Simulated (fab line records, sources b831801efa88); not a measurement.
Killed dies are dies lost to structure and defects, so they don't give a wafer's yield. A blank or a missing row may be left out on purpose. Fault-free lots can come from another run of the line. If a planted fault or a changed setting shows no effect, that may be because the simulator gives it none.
fab line records ; flow sky130
record lots=5; wafers=15; last_day=50
route steps=708 shown LI_CONTACT@377 LOCAL_INTERCONNECT@387
lots untouched by any fault: they come from a run of this same line in which no faults occurred
start_h: start of the lot's first displayed wafer, in hours after the record's first day ; wait_h: how many hours have passed since the lot's step before this one ; " identical to the entry in the row above ; L1.1+2: a single row standing in for several wafers ; - either no value or no given start ; * or withheld: withheld ; < > ~ a bound
route shown NAME@n: names a module that has steps shown in the file, with the first one's number in the route ; usual: mean/standard deviation taken from wafers without a fault ; same: alike in all rows ; chamber/n: place in a boat ; sites: each site's reading ; _std_site: their standard deviation ; _edge_site: the outer-site mean with the inner-site mean subtracted ; radius_mm: for every site, how far away it sits from the centre of the wafer ; mask NAME#n: copy n ; behind: tool/chamber where the wafer was last shaped ; hold: cause of the lot's hold/its duration in hours/its outcome ; device: the transistor (n, p or np) that didn't switch ; end of line: at the end of the route, the tests of the same wafers ; where a step has no rows: the recipe by itself ; killed: dies that structure and defects cost at the first sort, which is not the same as the wafer's yield ; map: the dies of a wafer, with x for killed, . for not killed, _ for no die there
set.NAME: the setting as run; set.NAME@STEP: as run at that earlier step ; model.NAME: the simulator's own value behind a step, which no gauge read
certain route steps with their lots: each step a table, each wafer a row
services: when a tool's chamber went out of use (start_h, in hours from the record's first day, below 0 if earlier), for how many hours, and the reason
## steps
# step SKY_LI_CONTACT_ETCH_15
# recipe target=PSG; chemistry=C4F8/O2/Ar; stop_on=Si; taper_deg=4.15; mask_material=KrF-thick; source_w=1500; bias_w=1200; pressure_mtorr=40; c4f8_flow_sccm=withheld; O2_flow_sccm=6; Ar_flow_sccm=300; time_s=withheld; target_depth_a=6000
# usual oes_product_au=0.837/0.0046; rf_fwd_power_W=1493/5.3
lot.wafer;tool;chamber;start_h;wait_h;oes_product_au;rf_fwd_power_W
L074.2;rie_diel-04;1;675.68;0.0;0.836;1494
L074.3;rie_diel-04;3;675.68;0.0;0.838;1495
L074.6;rie_diel-04;2;675.68;0.0;0.839;1491
L087.1;rie_diel-01;0;790.85;0.0;0.836;1489
L087.3;rie_diel-01;3;790.85;0.0;0.834;1493
L087.4;rie_diel-01;1;790.85;0.0;0.836;1496
L093.1;rie_diel-01;0;828.75;0.0;0.843;1477
L093.4;rie_diel-01;0;828.75;0.0;0.827;1484
L093.6;rie_diel-01;2;828.75;0.0;0.840;1495
L095.1;rie_diel-04;2;843.39;0.0;0.844;1502
L095.2;rie_diel-04;1;843.39;0.0;0.838;1486
L095.3;rie_diel-04;0;843.39;0.0;0.839;1477
L096.1;rie_diel-04;3;851.25;0.0;0.841;1495
L096.3;rie_diel-04;2;851.25;0.0;0.842;1493
L096.5;rie_diel-04;0;851.25;0.0;0.838;1491
# step SKY_LI_CONTACT_STRIP_16
# recipe chemistry=O2/N2; power_w=1400; pressure_mtorr=1500; platen_temp_c=withheld; o2_flow_sccm=3000; n2_flow_sccm=300; overash_fraction=0.5
# usual drypump_motor_current_A=5.6/0.36; oes_product_au=0.377/0.0043; strip_time_to_endpoint_s=3.507/0.024
# same overash_fraction=0.5
lot.wafer;tool;chamber;start_h;wait_h;drypump_motor_current_A;oes_product_au;rf_hours_counter_h;strip_time_to_endpoint_s
L074.2;plasma_asher-01;0;675.77;-;5.2;0.372;53;3.520
L074.3;plasma_asher-01;0;675.77;-;5.2;0.363;-;3.516
L074.6;plasma_asher-01;1;675.77;-;5.3;0.372;-;3.479
L087.1;plasma_asher-02;0;790.94;-;5.9;0.383;36;3.514
L087.3;plasma_asher-02;1;790.94;-;6.0;0.379;-;3.501
L087.4;plasma_asher-02;0;790.94;-;5.9;0.376;-;3.521
L093.1;plasma_asher-01;1;828.84;-;5.4;0.382;68;3.508
L093.4;plasma_asher-01;1;828.84;-;5.3;0.373;-;3.532
L093.6;plasma_asher-01;1;828.84;-;5.3;0.372;-;3.504
L095.1;plasma_asher-02;1;843.47;-;6.0;0.372;41;3.490
L095.2;plasma_asher-02;0;843.47;-;5.9;0.379;41;3.496
L095.3;plasma_asher-02;1;843.47;-;6.0;0.376;-;3.473
L096.1;plasma_asher-01;1;851.34;-;5.3;0.374;70;3.508
L096.3;plasma_asher-01;0;851.34;-;5.2;0.375;-;3.457
L096.5;plasma_asher-01;0;851.34;-;5.2;0.379;-;3.474
# step SKY_LI_CONTACT_CLEAN_17
# recipe chemistry=NMP; time_s=600; temp_c=60; dry=n2_spin
# usual bath_heat_duty_pct=10.0/1.1
lot.wafer;tool;chamber;start_h;wait_h;bath_heat_duty_pct
L074.2;wet_bench-03;1;675.87;0.1;9.9
L074.3;wet_bench-03;1;675.87;0.1;9.1
L074.6;wet_bench-03;1;675.87;0.1;10.1
L087.1;wet_bench-02;0;791.04;0.1;10.0
L087.3;wet_bench-02;0;791.04;0.1;8.8
L087.4;wet_bench-02;0;791.04;0.1;9.9
L093.1;wet_bench-02;0;828.94;0.1;9.3
L093.4;wet_bench-02;0;828.94;0.1;8.4
L093.6;wet_bench-02;0;828.94;0.1;10.1
L095.1;wet_bench-02;0;843.57;0.1;10.2
L095.2;wet_bench-02;0;843.57;0.1;10.2
L095.3;wet_bench-02;0;843.57;0.1;10.5
L096.1;wet_bench-02;2;851.44;0.1;10.0
L096.3;wet_bench-02;2;851.44;0.1;10.3
L096.5;wet_bench-02;2;851.44;0.1;10.0
# step SKY_LI_CONTACT_PRE_CLEAN_18
# recipe gas=Ar; time_s=5.6; bias_v=358
lot.wafer;tool;chamber;start_h;wait_h
L074.2+3+6;pvd_sputter-02;-;676.22;0.0
L087.1+3+4;pvd_sputter-02;-;791.21;0.0
L093.1+4+6;pvd_sputter-04;-;829.11;0.0
L095.1+2+3;pvd_sputter-04;-;843.76;0.0
L096.1+3+5;pvd_sputter-01;-;851.61;0.0
# step SKY_LI_CONTACT_SPUTTER_19
# recipe material=Ti; target_thk_nm=20; chamber_pressure_pa=5; power_w=2500; substrate_temp_c=200; time_s=106.37
# usual throttle_valve_pct=29.8/1.4
lot.wafer;tool;chamber;start_h;wait_h;throttle_valve_pct
L074.2;pvd_sputter-02;-;676.24;0.0;28.1
L074.3;pvd_sputter-02;-;676.24;0.0;27.9
L074.6;pvd_sputter-02;-;676.24;0.0;27.8
L087.1;pvd_sputter-02;-;791.23;0.0;27.9
L087.3;pvd_sputter-02;-;791.23;0.0;31.4
L087.4;pvd_sputter-02;-;791.23;0.0;28.7
L093.1;pvd_sputter-04;-;829.13;0.0;30.5
L093.4;pvd_sputter-04;-;829.13;0.0;30.6
L093.6;pvd_sputter-04;-;829.13;0.0;31.3
L095.1;pvd_sputter-04;-;843.78;0.0;31.4
L095.2;pvd_sputter-04;-;843.78;0.0;30.5
L095.3;pvd_sputter-04;-;843.78;0.0;30.7
L096.1;pvd_sputter-01;-;851.63;0.0;31.2
L096.3;pvd_sputter-01;-;851.63;0.0;29.7
L096.5;pvd_sputter-01;-;851.63;0.0;30.3
# step SKY_LI_CONTACT_SPUTTER_20
# recipe material=TiN; target_thk_nm=20; chamber_pressure_pa=5; power_w=4000; time_s=80
# usual throttle_valve_pct=29.8/1.4
lot.wafer;tool;chamber;start_h;wait_h;throttle_valve_pct
L074.2;pvd_sputter-02;-;676.31;0.0;28.2
L074.3;pvd_sputter-02;-;676.31;0.0;27.7
L074.6;pvd_sputter-02;-;676.31;0.0;28.0
L087.1;pvd_sputter-02;-;791.31;0.0;27.8
L087.3;pvd_sputter-02;-;791.31;0.0;31.5
L087.4;pvd_sputter-02;-;791.31;0.0;28.3
L093.1;pvd_sputter-04;-;829.21;0.0;30.5
L093.4;pvd_sputter-04;-;829.21;0.0;30.6
L093.6;pvd_sputter-04;-;829.21;0.0;31.0
L095.1;pvd_sputter-04;-;843.86;0.0;31.2
L095.2;pvd_sputter-04;-;843.86;0.0;30.7
L095.3;pvd_sputter-04;-;843.86;0.0;30.5
L096.1;pvd_sputter-01;-;851.71;0.0;31.3
L096.3;pvd_sputter-01;-;851.71;0.0;29.7
L096.5;pvd_sputter-01;-;851.71;0.0;30.6
# step SKY_LI_CONTACT_CVD_21
# recipe material=W; target_thk_nm=400; time_s=120.56; temp_c=400; pressure_torr=40
# usual heater_power_outer_w=511/58; heater_power_w=830/71
lot.wafer;tool;chamber;start_h;wait_h;heater_power_outer_w;heater_power_w
L074.2;cvd_w-01;0;676.37;0.0;463;798
L074.3;cvd_w-01;1;676.37;0.0;602;915
L074.6;cvd_w-01;1;676.37;0.0;604;915
L087.1;cvd_w-01;0;791.37;0.0;480;806
L087.3;cvd_w-01;0;791.37;0.0;464;823
L087.4;cvd_w-01;1;791.37;0.0;591;948
L093.1;cvd_w-01;0;829.27;0.0;471;794
L093.4;cvd_w-01;0;829.27;0.0;471;799
L093.6;cvd_w-01;0;829.27;0.0;466;807
L095.1;cvd_w-02;0;843.92;0.0;473;776
L095.2;cvd_w-02;1;843.92;0.0;482;788
L095.3;cvd_w-02;0;843.92;0.0;487;778
L096.1;cvd_w-02;0;851.77;0.0;474;783
L096.3;cvd_w-02;0;851.77;0.0;482;786
L096.5;cvd_w-02;0;851.77;0.0;476;761
# step SKY_LI_CONTACT_RS_MEAS_22
# recipe thk_meas_gauge=four-point-probe; reads=W_of_LI_CONTACT_CVD_21+TiN_of_LI_CONTACT_SPUTTER_20+Ti_of_LI_CONTACT_SPUTTER_19
# usual LI_CONTACT_W_RS=0.282/0.0054
lot.wafer;tool;chamber;start_h;wait_h;LI_CONTACT_W_RS[ohm/sq]
L074.2;film_metro-02;-;676.52;0.1;0.275
L074.3;film_metro-02;-;676.52;0.1;0.285
L074.6;film_metro-02;-;676.52;0.1;0.286
L087.1;film_metro-03;-;791.49;0.1;0.274
L087.3;film_metro-03;-;791.49;0.1;0.272
L087.4;film_metro-03;-;791.49;0.1;0.283
L093.1;film_metro-03;-;829.39;0.1;0.273
L093.4;film_metro-03;-;829.39;0.1;0.272
L093.6;film_metro-03;-;829.39;0.1;0.271
L095.1;film_metro-03;-;844.05;0.1;0.290
L095.2;film_metro-03;-;844.05;0.1;0.284
L095.3;film_metro-03;-;844.05;0.1;0.287
L096.1;film_metro-04;-;851.89;0.1;0.290
L096.3;film_metro-04;-;851.89;0.1;0.291
L096.5;film_metro-04;-;851.89;0.1;0.291
# step SKY_LI_CONTACT_THK_MEAS_23
# recipe thk_meas_gauge=xrf; reads=W_of_LI_CONTACT_CVD_21
# usual LI_CONTACT_W_THK=412/8.5
lot.wafer;tool;chamber;start_h;wait_h;LI_CONTACT_W_THK[nm]
L074.2;film_metro-02;-;676.63;0.1;431
L074.3;film_metro-02;-;676.63;0.1;415
L074.6;film_metro-02;-;676.63;0.1;413
L087.1;film_metro-03;-;791.61;0.1;424
L087.3;film_metro-03;-;791.61;0.1;435
L087.4;film_metro-03;-;791.61;0.1;415
L093.1;film_metro-03;-;829.51;0.1;424
L093.4;film_metro-03;-;829.51;0.1;427
L093.6;film_metro-03;-;829.51;0.1;427
L095.1;film_metro-03;-;844.17;0.1;398
L095.2;film_metro-03;-;844.17;0.1;407
L095.3;film_metro-03;-;844.17;0.1;404
L096.1;film_metro-04;-;852.01;0.1;397
L096.3;film_metro-04;-;852.01;0.1;396
L096.5;film_metro-04;-;852.01;0.1;399
# step SKY_LI_CONTACT_CMP_24
# recipe stop_on=PSG; t_overpolish_s=20; down_force_psi=3.5; platen_rpm=60; target_thk_nm=0; pad_velocity_m_s=0.94248
# usual motor_current_A=10.8/1.1; overpolish_run_s=20.000/0.0089; time_to_endpoint_s=97/3.6
lot.wafer;tool;chamber;start_h;wait_h;motor_current_A;overpolish_run_s;time_to_endpoint_s
L074.3;cmp-02;1;676.73;0.1;11.2;20.008;98
L074.2;cmp-02;2;676.73;0.1;10.7;20.003;100
L074.6;cmp-02;0;676.73;0.1;9.6;19.996;99
L087.4;cmp-01;0;791.67;0.0;10.5;20.007;91
L087.1;cmp-01;2;791.67;0.0;10.3;20.006;96
L087.3;cmp-01;3;791.67;0.0;13.3;20.002;97
L093.4;cmp-01;3;829.61;0.1;13.0;20.001;105
L093.1;cmp-01;2;829.61;0.1;10.6;20.020;107
L093.6;cmp-01;0;829.61;0.1;10.3;19.999;102
L095.2;cmp-01;3;844.23;0.0;12.7;19.999;94
L095.1;cmp-01;1;844.23;0.0;9.6;20.001;93
L095.3;cmp-01;2;844.23;0.0;10.3;19.990;98
L096.3;cmp-01;2;852.07;0.0;10.6;20.001;96
L096.1;cmp-01;1;852.07;0.0;9.7;19.997;93
L096.5;cmp-01;3;852.07;0.0;12.6;19.993;94
# step SKY_LOCAL_INTERCONNECT_SPUTTER_00
# recipe material=TiN; target_thk_nm=100; temp_c=300; power_w=6500; time_s=83.3; chamber_pressure_pa=0.4
# usual throttle_valve_pct=29.8/1.1
lot.wafer;tool;chamber;start_h;wait_h;throttle_valve_pct
L074.2;pvd_sputter-04;-;676.98;0.1;28.7
L074.3;pvd_sputter-04;-;676.98;0.1;31.6
L074.6;pvd_sputter-04;-;676.98;0.1;30.7
L087.1;pvd_sputter-03;-;791.97;0.1;29.5
L087.3;pvd_sputter-03;-;791.97;0.1;29.8
L087.4;pvd_sputter-03;-;791.97;0.1;29.4
L093.1;pvd_sputter-03;-;829.91;0.1;29.3
L093.4;pvd_sputter-03;-;829.91;0.1;29.8
L093.6;pvd_sputter-03;-;829.91;0.1;29.5
L095.1;pvd_sputter-02;-;844.53;0.1;28.0
L095.2;pvd_sputter-02;-;844.53;0.1;28.3
L095.3;pvd_sputter-02;-;844.53;0.1;29.8
L096.1;pvd_sputter-04;-;852.37;0.1;28.5
L096.3;pvd_sputter-04;-;852.37;0.1;30.5
L096.5;pvd_sputter-04;-;852.37;0.1;31.2
# step SKY_LOCAL_INTERCONNECT_RS_MEAS_01
# recipe thk_meas_gauge=four-point-probe; reads=TiN_of_LOCAL_INTERCONNECT_SPUTTER_00
# usual LOCAL_INTERCONNECT_TIN_RS=14.15/0.13
lot.wafer;tool;chamber;start_h;wait_h;LOCAL_INTERCONNECT_TIN_RS[ohm/sq]
L074.2;film_metro-01;-;677.06;0.1;14.20
L074.3;film_metro-01;-;677.06;0.1;14.22
L074.6;film_metro-01;-;677.06;0.1;14.30
L087.1;film_metro-04;-;792.04;0.0;14.05
L087.3;film_metro-04;-;792.04;0.0;14.11
L087.4;film_metro-04;-;792.04;0.0;14.06
L093.1;film_metro-01;-;829.97;0.0;14.08
L093.4;film_metro-01;-;829.97;0.0;14.20
L093.6;film_metro-01;-;829.97;0.0;14.10
L095.1;film_metro-01;-;844.59;0.0;14.02
L095.2;film_metro-01;-;844.59;0.0;14.03
L095.3;film_metro-01;-;844.59;0.0;13.99
L096.1;film_metro-03;-;852.44;0.0;14.23
L096.3;film_metro-03;-;852.44;0.0;14.28
L096.5;film_metro-03;-;852.44;0.0;14.08
# step SKY_LOCAL_INTERCONNECT_THK_MEAS_02
# recipe thk_meas_gauge=xrf; reads=TiN_of_LOCAL_INTERCONNECT_SPUTTER_00
# usual LOCAL_INTERCONNECT_TIN_THK=101.3/1.1
lot.wafer;tool;chamber;start_h;wait_h;LOCAL_INTERCONNECT_TIN_THK[nm]
L074.2;film_metro-01;-;677.17;0.1;100.8
L074.3;film_metro-01;-;677.17;0.1;100.6
L074.6;film_metro-01;-;677.17;0.1;100.0
L087.1;film_metro-04;-;792.16;0.1;102.2
L087.3;film_metro-04;-;792.16;0.1;102.1
L087.4;film_metro-04;-;792.16;0.1;101.9
L093.1;film_metro-01;-;830.09;0.1;100.8
L093.4;film_metro-01;-;830.09;0.1;100.5
L093.6;film_metro-01;-;830.09;0.1;100.6
L095.1;film_metro-01;-;844.71;0.1;101.0
L095.2;film_metro-01;-;844.71;0.1;101.4
L095.3;film_metro-01;-;844.71;0.1;102.1
L096.1;film_metro-03;-;852.56;0.1;100.7
L096.3;film_metro-03;-;852.56;0.1;100.6
L096.5;film_metro-03;-;852.56;0.1;101.6
# step SKY_LOCAL_INTERCONNECT_DEHYDRATE_03
# recipe temp_c=200; time_s=60
# usual exhaust_pa=45.0/1
lot.wafer;tool;chamber;start_h;wait_h;exhaust_pa
L074.2;litho_track-03;0;691.16;14.0;45.7
L074.3;litho_track-03;0;691.16;14.0;45.5
L074.6;litho_track-03;0;691.16;14.0;44.5
L087.1;litho_track-01;0;804.75;12.6;45.6
L087.3;litho_track-01;0;804.75;12.6;45.1
L087.4;litho_track-01;0;804.75;12.6;46.2
L093.1;litho_track-04;0;842.53;12.4;45.7
L093.4;litho_track-04;0;842.53;12.4;46.1
L093.6;litho_track-04;0;842.53;12.4;45.2
L095.1;litho_track-01;0;856.85;12.1;44.7
L095.2;litho_track-01;0;856.85;12.1;45.2
L095.3;litho_track-01;0;856.85;12.1;45.2
L096.1;litho_track-03;0;864.63;12.1;46.1
L096.3;litho_track-03;0;864.63;12.1;45.2
L096.5;litho_track-03;0;864.63;12.1;44.4
# step SKY_LOCAL_INTERCONNECT_HMDS_04
# recipe prime_time_s=60; prime_temp_c=120
# usual exhaust_pa=45.0/0.82
# same prime_time_s=60
lot.wafer;tool;chamber;start_h;wait_h;exhaust_pa
L074.2;litho_track-03;0;691.31;0.1;43.9
L074.3;litho_track-03;0;691.31;0.1;45.1
L074.6;litho_track-03;0;691.31;0.1;45.0
L087.1;litho_track-01;0;804.90;0.1;45.0
L087.3;litho_track-01;0;804.90;0.1;44.4
L087.4;litho_track-01;0;804.90;0.1;46.0
L093.1;litho_track-04;0;842.68;0.1;45.1
L093.4;litho_track-04;0;842.68;0.1;43.9
L093.6;litho_track-04;0;842.68;0.1;44.3
L095.1;litho_track-01;0;857.00;0.1;44.7
L095.2;litho_track-01;0;857.00;0.1;44.4
L095.3;litho_track-01;0;857.00;0.1;44.4
L096.1;litho_track-03;0;864.78;0.1;45.5
L096.3;litho_track-03;0;864.78;0.1;45.9
L096.5;litho_track-03;0;864.78;0.1;46.2
# step SKY_LOCAL_INTERCONNECT_COAT_05
# recipe resist=BARC; temp_c=withheld; time_s=withheld; spin_rpm=3000; resist_thk_nm=60
# usual exhaust_pa=45.1/0.94
lot.wafer;tool;chamber;start_h;wait_h;exhaust_pa
L074.2;litho_track-03;0;691.46;0.1;46.6
L074.3;litho_track-03;0;691.46;0.1;44.3
L074.6;litho_track-03;0;691.46;0.1;46.5
L087.1;litho_track-01;0;805.05;0.1;46.2
L087.3;litho_track-01;0;805.05;0.1;45.3
L087.4;litho_track-01;0;805.05;0.1;46.7
L093.1;litho_track-04;0;842.83;0.1;47.3
L093.4;litho_track-04;0;842.83;0.1;46.1
L093.6;litho_track-04;0;842.83;0.1;46.1
L095.1;litho_track-01;0;857.15;0.1;43.8
L095.2;litho_track-01;0;857.15;0.1;43.4
L095.3;litho_track-01;0;857.15;0.1;42.9
L096.1;litho_track-03;0;864.93;0.1;45.4
L096.3;litho_track-03;0;864.93;0.1;44.7
L096.5;litho_track-03;0;864.93;0.1;44.0
# step SKY_LOCAL_INTERCONNECT_COAT_06
# recipe resist=KrF-thick; spin_rpm=3000; resist_thk_nm=450
# usual exhaust_pa=45.1/0.81
lot.wafer;tool;chamber;start_h;wait_h;exhaust_pa
L074.2;litho_track-03;0;-;-;46.5
L074.3;litho_track-03;0;-;-;44.9
L074.6;litho_track-03;0;-;-;46.8
L087.1;litho_track-01;0;-;-;46.0
L087.3;litho_track-01;0;-;-;44.3
L087.4;litho_track-01;0;-;-;45.8
L093.1;litho_track-04;0;-;-;44.5
L093.4;litho_track-04;0;-;-;46.3
L093.6;litho_track-04;0;-;-;45.3
L095.1;litho_track-01;0;-;-;45.7
L095.2;litho_track-01;0;-;-;45.3
L095.3;litho_track-01;0;-;-;45.1
L096.1;litho_track-03;0;-;-;44.1
L096.3;litho_track-03;0;-;-;44.2
L096.5;litho_track-03;0;-;-;45.2
# step SKY_LOCAL_INTERCONNECT_SOFTBAKE_07
# recipe temp_c=100; time_s=90; resist=KrF-thick
# usual exhaust_pa=45.1/0.85
lot.wafer;tool;chamber;start_h;wait_h;exhaust_pa
L074.2;litho_track-03;0;-;-;44.6
L074.3;litho_track-03;0;-;-;45.8
L074.6;litho_track-03;0;-;-;44.9
L087.1;litho_track-01;0;-;-;46.2
L087.3;litho_track-01;0;-;-;45.5
L087.4;litho_track-01;0;-;-;45.2
L093.1;litho_track-04;0;-;-;46.5
L093.4;litho_track-04;0;-;-;45.4
L093.6;litho_track-04;0;-;-;45.7
L095.1;litho_track-01;0;-;-;46.0
L095.2;litho_track-01;0;-;-;45.6
L095.3;litho_track-01;0;-;-;45.0
L096.1;litho_track-03;0;-;-;45.3
L096.3;litho_track-03;0;-;-;45.0
L096.5;litho_track-03;0;-;-;44.5
## services
tool;chamber;start_h;hours;kind
wet_bench-02;-;657.03;2.7;repair
pvd_sputter-04;-;670.29;1.3;repair
cmp-02;-;687.92;4.6;pm
cmp-01;-;690.04;0.7;repair
wet_bench-03;-;719.33;1.8;repair
cmp-02;-;742.97;2.0;repair
cvd_w-02;1;744.59;2.4;repair
cmp-01;-;745.95;0.4;repair
cmp-01;-;747.32;4.0;pm
rie_diel-04;0;765.33;3.4;repair
rie_diel-04;-;777.10;0.4;repair
cmp-02;-;778.22;2.4;repair
cmp-01;-;793.64;0.8;repair
pvd_sputter-03;-;799.00;24.2;repair
cvd_w-02;-;808.55;2.8;pm
pvd_sputter-04;-;810.55;0.9;repair
cmp-02;-;812.36;0.7;repair
wet_bench-03;-;812.75;1.9;pm
rie_diel-01;3;820.67;13.5;repair
rie_diel-04;-;832.40;0.5;repair
rie_diel-04;3;836.78;2.6;repair
rie_diel-04;1;843.52;1.7;repair
cmp-01;-;855.69;1.4;repair
plasma_asher-02;-;863.32;0.7;repair
## key
fault none
